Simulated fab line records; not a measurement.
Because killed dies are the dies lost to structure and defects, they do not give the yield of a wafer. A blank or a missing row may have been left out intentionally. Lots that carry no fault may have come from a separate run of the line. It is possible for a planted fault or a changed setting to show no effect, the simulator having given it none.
fab line records ; flow gf180mcu
record: lots: 13; wafers: 39; last_day: 34
route steps=602 shown STI@25 MVPSD@86 M2@378 V2@385
lots with no fault: from the same line, run without faults
start_h: start of the lot's first displayed wafer, in hours after the record's first day ; wait_h: how many hours have passed since the lot's step before this one ; " unchanged from the row above ; L1.1+2: several wafers, shown together as one row ; - no value present, or no start provided ; * or withheld: withheld ; < > ~ a bound
route shown NAME@n: NAME is a module with steps in the file, n the number in the route of the first one ; usual: average and standard deviation across the fault-free wafers ; same: alike in all rows ; chamber/n: place in a boat ; sites: readings site by site ; _std_site: their standard deviation ; _edge_site: outer sites' mean less inner sites' ; radius_mm: how far each site lies from the wafer's centre ; mask NAME#n: copy n ; behind: tool/chamber where the wafer was last shaped ; hold: why the lot was held/for how many hours/how that ended ; device: which transistor (n, p or np) failed to switch ; end of line: tests of these same wafers at the route's end ; step lacking rows: just its recipe ; killed: the dies lost at the first sort to structure and to defects; this is not the yield of the wafer ; map: per-die view of a wafer (x killed, . not killed, _ where there is no die)
set.NAME: the run value of the setting; set.NAME@STEP: its run value at that earlier step ; model.NAME: the simulator's own value behind a step, which no gauge read
the route's steps for a sample of lots (tables are steps, rows are wafers)
services: the hour from which a tool's chamber was out of use, counted from the record's first day as start_h (under 0 if before that day), plus the number of hours and why
== steps ==
step: GF_STI_THK_MEAS_24
recipe: reads: SiO2_of_STI_CVD_23
usual: STI_CVD_23_THK: 651/5.4
lot.wafer;tool;chamber;start_h;wait_h;STI_CVD_23_THK[nm]
L529.1;film_metro-01;-;27.24;0.0;644
L529.2;film_metro-01;-;27.24;0.0;653
L529.6;film_metro-01;-;27.24;0.0;654
L530.1;film_metro-01;-;32.78;0.0;659
L530.2;film_metro-01;-;32.78;0.0;647
L530.4;film_metro-01;-;32.78;0.0;646
L532.1;film_metro-03;-;44.59;0.0;658
L532.2;film_metro-03;-;44.59;0.0;655
L532.3;film_metro-03;-;44.59;0.0;657
L533.4;film_metro-01;-;49.52;0.0;649
L533.5;film_metro-01;-;49.52;0.0;660
L533.6;film_metro-01;-;49.52;0.0;651
L534.1;film_metro-03;-;56.83;0.0;651
L534.4;film_metro-03;-;56.83;0.0;652
L534.5;film_metro-03;-;56.83;0.0;651
L536.2;film_metro-03;-;63.67;0.0;650
L536.3;film_metro-03;-;63.67;0.0;647
L536.4;film_metro-03;-;63.67;0.0;649
L539.2;film_metro-04;-;79.19;0.0;650
L539.5;film_metro-04;-;79.19;0.0;655
L539.6;film_metro-04;-;79.19;0.0;648
L540.1;film_metro-01;-;86.82;0.0;661
L540.5;film_metro-01;-;86.82;0.0;655
L540.6;film_metro-01;-;86.82;0.0;655
L541.1;film_metro-01;-;90.44;0.0;652
L541.4;film_metro-01;-;90.44;0.0;663
L541.5;film_metro-01;-;90.44;0.0;653
L544.1;film_metro-03;-;104.84;0.0;648
L544.2;film_metro-03;-;104.84;0.0;658
L544.6;film_metro-03;-;104.84;0.0;657
L546.1;film_metro-04;-;115.27;0.0;644
L546.4;film_metro-04;-;115.27;0.0;648
L546.5;film_metro-04;-;115.27;0.0;648
L547.3;film_metro-04;-;120.11;0.1;643
L547.5;film_metro-04;-;120.11;0.1;645
L547.6;film_metro-04;-;120.11;0.1;645
L552.1;film_metro-03;-;147.05;0.1;641
L552.4;film_metro-03;-;147.05;0.1;645
L552.6;film_metro-03;-;147.05;0.1;649
step: GF_MVPSD_IMPLANT_08
recipe: species: B; energy_kev: 170; dose_cm2: 1.5e+13; tilt_deg: 0
usual: faraday_current_uA: 84.5/1.5
lot.wafer;tool;chamber;start_h;wait_h;faraday_current_uA
L529.1;implanter-02;0;96.37;0.0;86.2
L529.2;implanter-02;0;96.37;0.0;84.7
L529.6;implanter-02;0;96.37;0.0;84.1
L530.1;implanter-04;0;103.21;0.0;84.5
L530.2;implanter-04;0;103.21;0.0;87.0
L530.4;implanter-04;0;103.21;0.0;84.4
L532.1;implanter-04;0;116.40;0.0;84.8
L532.2;implanter-04;0;116.40;0.0;86.8
L532.3;implanter-04;0;116.40;0.0;83.5
L533.4;implanter-02;0;126.69;0.1;82.9
L533.5;implanter-02;0;126.69;0.1;84.6
L533.6;implanter-02;0;126.69;0.1;82.3
L534.1;implanter-04;0;131.51;0.0;84.6
L534.4;implanter-04;0;131.51;0.0;81.1
L534.5;implanter-04;0;131.51;0.0;82.2
L536.2;implanter-02;0;140.24;0.0;85.4
L536.3;implanter-02;0;140.24;0.0;82.7
L536.4;implanter-02;0;140.24;0.0;85.9
L539.2;implanter-04;0;158.53;0.0;81.6
L539.5;implanter-04;0;158.53;0.0;83.1
L539.6;implanter-04;0;158.53;0.0;85.3
L540.1;implanter-04;0;164.70;0.0;82.8
L540.5;implanter-04;0;164.70;0.0;83.5
L540.6;implanter-04;0;164.70;0.0;85.8
L541.1;implanter-03;0;169.57;0.0;85.9
L541.4;implanter-03;0;169.57;0.0;83.5
L541.5;implanter-03;0;169.57;0.0;85.7
L541.1;implanter-03;0;169.88;0.3;84.0
L541.4;implanter-03;0;169.88;0.3;85.3
L541.5;implanter-03;0;169.88;0.3;88.9
L544.1;implanter-03;0;187.50;0.0;84.4
L544.2;implanter-03;0;187.50;0.0;84.5
L544.6;implanter-03;0;187.50;0.0;83.8
L544.1;implanter-03;0;187.82;0.3;85.5
L544.2;implanter-03;0;187.82;0.3;82.4
L544.6;implanter-03;0;187.82;0.3;87.7
L546.1;implanter-02;0;198.91;0.0;86.2
L546.4;implanter-02;0;198.91;0.0;85.0
L546.5;implanter-02;0;198.91;0.0;85.3
L546.1;implanter-02;0;199.23;0.3;83.0
L546.4;implanter-02;0;199.23;0.3;81.9
L546.5;implanter-02;0;199.23;0.3;84.8
L547.3;implanter-03;0;203.02;0.1;83.3
L547.5;implanter-03;0;203.02;0.1;84.9
L547.6;implanter-03;0;203.02;0.1;84.7
L552.1;implanter-02;0;235.46;0.0;85.5
L552.4;implanter-02;0;235.46;0.0;87.4
L552.6;implanter-02;0;235.46;0.0;86.8
step: GF_MVPSD_TW_MEAS_11
usual: MVPSD_TW: 551/4.3
lot.wafer;tool;chamber;start_h;wait_h;MVPSD_TW
L529.1;film_metro-04;-;96.77;0.1;545
L529.2;film_metro-04;-;96.77;0.1;545
L529.6;film_metro-04;-;96.77;0.1;544
L530.1;film_metro-02;-;103.61;0.1;557
L530.2;film_metro-02;-;103.61;0.1;556
L530.4;film_metro-02;-;103.61;0.1;557
L532.1;film_metro-01;-;116.86;0.1;554
L532.2;film_metro-01;-;116.86;0.1;553
L532.3;film_metro-01;-;116.86;0.1;552
L533.4;film_metro-02;-;127.04;0.1;555
L533.5;film_metro-02;-;127.04;0.1;557
L533.6;film_metro-02;-;127.04;0.1;553
L534.1;film_metro-02;-;131.91;0.1;555
L534.4;film_metro-02;-;131.91;0.1;554
L534.5;film_metro-02;-;131.91;0.1;556
L536.2;film_metro-02;-;140.62;0.1;555
L536.3;film_metro-02;-;140.62;0.1;556
L536.4;film_metro-02;-;140.62;0.1;559
L539.2;film_metro-02;-;158.91;0.1;551
L539.5;film_metro-02;-;158.91;0.1;554
L539.6;film_metro-02;-;158.91;0.1;554
L540.1;film_metro-04;-;165.10;0.1;546
L540.5;film_metro-04;-;165.10;0.1;547
L540.6;film_metro-04;-;165.10;0.1;548
L541.1;film_metro-02;-;170.28;0.1;669
L541.4;film_metro-02;-;170.28;0.1;671
L541.5;film_metro-02;-;170.28;0.1;669
L541.1;film_metro-02;-;170.51;0.2;669
L541.4;film_metro-02;-;170.51;0.2;668
L541.5;film_metro-02;-;170.51;0.2;666
L544.1;film_metro-04;-;188.22;0.1;658
L544.2;film_metro-04;-;188.22;0.1;661
L544.6;film_metro-04;-;188.22;0.1;659
L544.1;film_metro-04;-;188.53;0.3;658
L544.2;film_metro-04;-;188.53;0.3;662
L544.6;film_metro-04;-;188.53;0.3;661
L546.1;film_metro-04;-;199.63;0.1;661
L546.4;film_metro-04;-;199.63;0.1;663
L546.5;film_metro-04;-;199.63;0.1;659
L546.1;film_metro-04;-;199.88;0.2;663
L546.4;film_metro-04;-;199.88;0.2;658
L546.5;film_metro-04;-;199.88;0.2;664
L547.3;film_metro-04;-;203.39;0.1;550
L547.5;film_metro-04;-;203.39;0.1;548
L547.6;film_metro-04;-;203.39;0.1;548
L552.1;film_metro-01;-;235.86;0.1;548
L552.4;film_metro-01;-;235.86;0.1;554
L552.6;film_metro-01;-;235.86;0.1;554
step: GF_VT_IMPLANT_RS_MEAS_49
recipe: thk_meas_gauge: four-point-probe
usual: MVPSD_RS: 1168.1/2.8
lot.wafer;tool;chamber;start_h;wait_h;MVPSD_RS[ohm/sq]
L529.1;film_metro-01;-;158.15;0.1;1167.3
L529.2;film_metro-01;-;158.15;0.1;1163.7
L529.6;film_metro-01;-;158.15;0.1;1165.3
L530.1;film_metro-02;-;164.02;0.1;1160.8
L530.2;film_metro-02;-;164.02;0.1;1160.4
L530.4;film_metro-02;-;164.02;0.1;1166.2
L532.1;film_metro-01;-;179.34;0.1;1167.3
L532.2;film_metro-01;-;179.34;0.1;1169.5
L532.3;film_metro-01;-;179.34;0.1;1172.1
L533.4;film_metro-01;-;193.01;0.1;1165.8
L533.5;film_metro-01;-;193.01;0.1;1169.2
L533.6;film_metro-01;-;193.01;0.1;1167.2
L534.1;film_metro-02;-;195.79;0.1;1171.3
L534.4;film_metro-02;-;195.79;0.1;1172.6
L534.5;film_metro-02;-;195.79;0.1;1170.1
L536.2;film_metro-04;-;207.01;0.1;1170.3
L536.3;film_metro-04;-;207.01;0.1;1168.4
L536.4;film_metro-04;-;207.01;0.1;1171.6
L539.2;film_metro-01;-;228.61;0.1;1163.6
L539.5;film_metro-01;-;228.61;0.1;1164.5
L539.6;film_metro-01;-;228.61;0.1;1162.4
L540.1;film_metro-02;-;234.47;0.1;1171.2
L540.5;film_metro-02;-;234.47;0.1;1168.7
L540.6;film_metro-02;-;234.47;0.1;1168.4
L541.1;film_metro-02;-;240.99;0.1;824.5
L541.4;film_metro-02;-;240.99;0.1;825.4
L541.5;film_metro-02;-;240.99;0.1;823.9
L541.1;film_metro-02;-;241.27;0.3;825.9
L541.4;film_metro-02;-;241.27;0.3;826.5
L541.5;film_metro-02;-;241.27;0.3;827.0
L544.1;film_metro-04;-;260.69;0.1;826.3
L544.2;film_metro-04;-;260.69;0.1;826.1
L544.6;film_metro-04;-;260.69;0.1;824.5
L544.1;film_metro-04;-;260.97;0.3;823.7
L544.2;film_metro-04;-;260.97;0.3;826.0
L544.6;film_metro-04;-;260.97;0.3;823.6
L546.1;film_metro-01;-;273.74;0.1;820.9
L546.4;film_metro-01;-;273.74;0.1;824.0
L546.5;film_metro-01;-;273.74;0.1;824.8
L546.1;film_metro-01;-;274.02;0.3;822.4
L546.4;film_metro-01;-;274.02;0.3;823.0
L546.5;film_metro-01;-;274.02;0.3;821.1
L547.3;film_metro-01;-;277.34;0.1;1167.2
L547.5;film_metro-01;-;277.34;0.1;1166.9
L547.6;film_metro-01;-;277.34;0.1;1166.8
L552.1;film_metro-02;-;314.28;0.1;1168.9
L552.4;film_metro-02;-;314.28;0.1;1167.1
L552.6;film_metro-02;-;314.28;0.1;1165.7
step: GF_M2_METAL_ETCH_16
recipe: chemistry: Cl2/BCl3; mask_material: KrF; target_depth_nm: 627.5; stop_on: SiO2; pressure_mtorr: 8; icp_w: 800; bias_w: 140; Cl2_flow_sccm: 80; bcl3_flow_sccm: 40; time_s: 104.6
usual: drypump_motor_current_A: 5.6/0.62; oes_product_au: 0.971/0.0072; rf_fwd_power_W: 795.1/2.7; throttle_valve_pct: 28.250/0.01
lot.wafer;tool;chamber;start_h;wait_h;drypump_motor_current_A;oes_product_au;rf_fwd_power_W;rf_hours_counter_h;throttle_valve_pct
L529.1;rie_metal-01;1;435.93;0.0;5.5;0.975;794.4;9;28.254
L529.2;rie_metal-01;0;435.93;0.0;5.0;0.968;790.7;3;28.245
L529.6;rie_metal-01;0;435.93;0.0;5.0;0.963;789.3;-;28.250
L530.1;rie_metal-01;0;444.23;0.0;5.0;0.976;796.0;3;28.255
L530.2;rie_metal-01;1;444.23;0.0;5.5;0.964;791.9;9;28.260
L530.4;rie_metal-01;0;444.23;0.0;5.0;0.969;793.9;-;28.246
L532.1;rie_metal-03;0;463.88;0.0;6.4;0.981;797.0;12;28.245
L532.2;rie_metal-03;1;463.88;0.0;5.2;0.971;789.8;0;28.234
L532.3;rie_metal-03;1;463.88;0.0;5.2;0.972;790.5;-;28.255
L533.4;rie_metal-03;0;483.78;0.0;6.4;0.970;799.3;-;28.250
L533.5;rie_metal-03;1;483.78;0.0;5.2;0.970;796.3;-;28.254
L533.6;rie_metal-03;0;483.78;0.0;6.4;0.958;797.4;-;28.263
L534.1;rie_metal-03;1;490.03;0.0;5.2;0.979;799.1;1;28.256
L534.4;rie_metal-03;1;490.03;0.0;5.2;0.976;797.2;-;28.257
L534.5;rie_metal-03;1;490.03;0.0;5.2;0.969;797.6;-;28.266
L536.2;rie_metal-04;0;504.35;0.0;4.9;0.980;793.2;9;28.265
L536.3;rie_metal-04;1;504.35;0.0;6.5;0.979;795.0;-;28.255
L536.4;rie_metal-04;0;504.35;0.0;4.9;0.971;794.6;-;28.259
L539.2;rie_metal-03;1;538.03;0.0;5.2;0.987;795.3;2;28.225
L539.5;rie_metal-03;1;538.03;0.0;5.2;0.985;789.9;-;28.232
L539.6;rie_metal-03;0;538.03;0.0;6.4;0.987;799.2;-;28.242
L540.1;rie_metal-03;0;545.43;0.0;6.4;0.972;795.1;1;28.233
L540.5;rie_metal-03;0;545.43;0.0;6.4;0.968;795.7;-;28.258
L540.6;rie_metal-03;1;545.43;0.0;5.2;0.965;795.8;-;28.252
L547.3;rie_metal-04;1;591.36;0.1;6.5;0.968;796.7;-;28.262
L547.5;rie_metal-04;1;591.36;0.1;6.5;0.972;797.8;-;28.257
L547.6;rie_metal-04;0;591.36;0.1;4.9;0.965;792.2;-;28.246
L552.1;rie_metal-03;0;628.35;0.0;6.4;0.972;796.4;3;28.256
L552.4;rie_metal-03;1;628.35;0.0;5.2;0.966;797.6;-;28.244
L552.6;rie_metal-03;1;628.35;0.0;5.2;0.967;794.7;-;28.239
step: GF_V2_THK_MEAS_03
recipe: reads: SiO2_of_V2_CVD_02
usual: V2_CVD_02_THK: 851/11
lot.wafer;tool;chamber;start_h;wait_h;V2_CVD_02_THK[nm]
L529.1;film_metro-02;-;436.81;0.0;834
L529.2;film_metro-02;-;436.81;0.0;829
L529.6;film_metro-02;-;436.81;0.0;855
L530.1;film_metro-02;-;445.07;0.0;832
L530.2;film_metro-02;-;445.07;0.0;849
L530.4;film_metro-02;-;445.07;0.0;865
L532.1;film_metro-02;-;464.72;0.0;836
L532.2;film_metro-02;-;464.72;0.0;839
L532.3;film_metro-02;-;464.72;0.0;841
L533.4;film_metro-04;-;484.62;0.0;858
L533.5;film_metro-04;-;484.62;0.0;865
L533.6;film_metro-04;-;484.62;0.0;854
L534.1;film_metro-04;-;490.99;0.0;858
L534.4;film_metro-04;-;490.99;0.0;861
L534.5;film_metro-04;-;490.99;0.0;864
L536.2;film_metro-04;-;505.23;0.0;853
L536.3;film_metro-04;-;505.23;0.0;838
L536.4;film_metro-04;-;505.23;0.0;855
L539.2;film_metro-01;-;538.89;0.0;830
L539.5;film_metro-01;-;538.89;0.0;853
L539.6;film_metro-01;-;538.89;0.0;862
L540.1;film_metro-02;-;546.30;0.0;859
L540.5;film_metro-02;-;546.30;0.0;866
L540.6;film_metro-02;-;546.30;0.0;866
L547.3;film_metro-01;-;592.20;0.1;844
L547.5;film_metro-01;-;592.20;0.1;861
L547.6;film_metro-01;-;592.20;0.1;849
L552.1;film_metro-01;-;629.20;0.0;834
L552.4;film_metro-01;-;629.20;0.0;843
L552.6;film_metro-01;-;629.20;0.0;869
== services ==
tool;chamber;start_h;hours;kind
rie_metal-04;0;88.08;6.3;repair
implanter-03;-;119.41;0.9;repair
implanter-04;-;120.43;4.3;pm
implanter-02;-;140.63;1.2;repair
rie_metal-04;1;154.15;8.0;repair
implanter-02;-;183.03;5.1;pm
rie_metal-03;0;200.04;26.1;repair
implanter-03;-;210.55;1.7;repair
implanter-03;-;231.37;4.6;repair
implanter-04;-;246.79;4.2;pm
implanter-02;-;320.26;5.3;repair
implanter-02;-;341.86;2.8;repair
implanter-04;-;358.83;1.8;repair
implanter-03;-;373.38;4.3;pm
rie_metal-03;-;420.85;0.5;repair
implanter-03;-;450.18;4.6;repair
implanter-02;-;453.30;20.8;repair
implanter-04;-;464.16;15.5;repair
implanter-04;-;465.98;2.3;repair
implanter-03;-;482.72;0.6;repair
implanter-04;-;506.53;2.2;repair
rie_metal-03;1;510.37;3.8;repair
implanter-02;-;520.93;3.1;repair
implanter-03;-;568.36;12.2;pm
== key ==
first_sign: step: GF_MVPSD_IMPLANT_08; reading: visit; direction: added
effect: step: GF_MVPSD_TW_MEAS_11; reading: visit; direction: added
effect: step: GF_MVPSD_TW_MEAS_11; reading: MVPSD_TW; direction: up; sigmas: 26; usual: 551; struck: 663
effect: step: GF_VT_IMPLANT_RS_MEAS_49; reading: MVPSD_RS; direction: down; sigmas: 99+; usual: 1168.1; struck: 824.5
met_at GF_MVPSD_IMPLANT_08
struck_lots L541,L544,L546
scrapped_behind GF_VT_IMPLANT_RS_MEAS_49 L541.1,L541.4,L541.5,L544.1,L544.2,L544.6,L546.1,L546.4,L546.5
not_acting_at GF_STI_THK_MEAS_24,GF_M2_METAL_ETCH_16,GF_V2_THK_MEAS_03
fault: kind: repeated_step_whole; tool: implanter-02,implanter-03,implanter-04; chamber: -; onset_h: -; steps: GF_MVPSD_IMPLANT_08; times: 1; scope: struck_lots_only
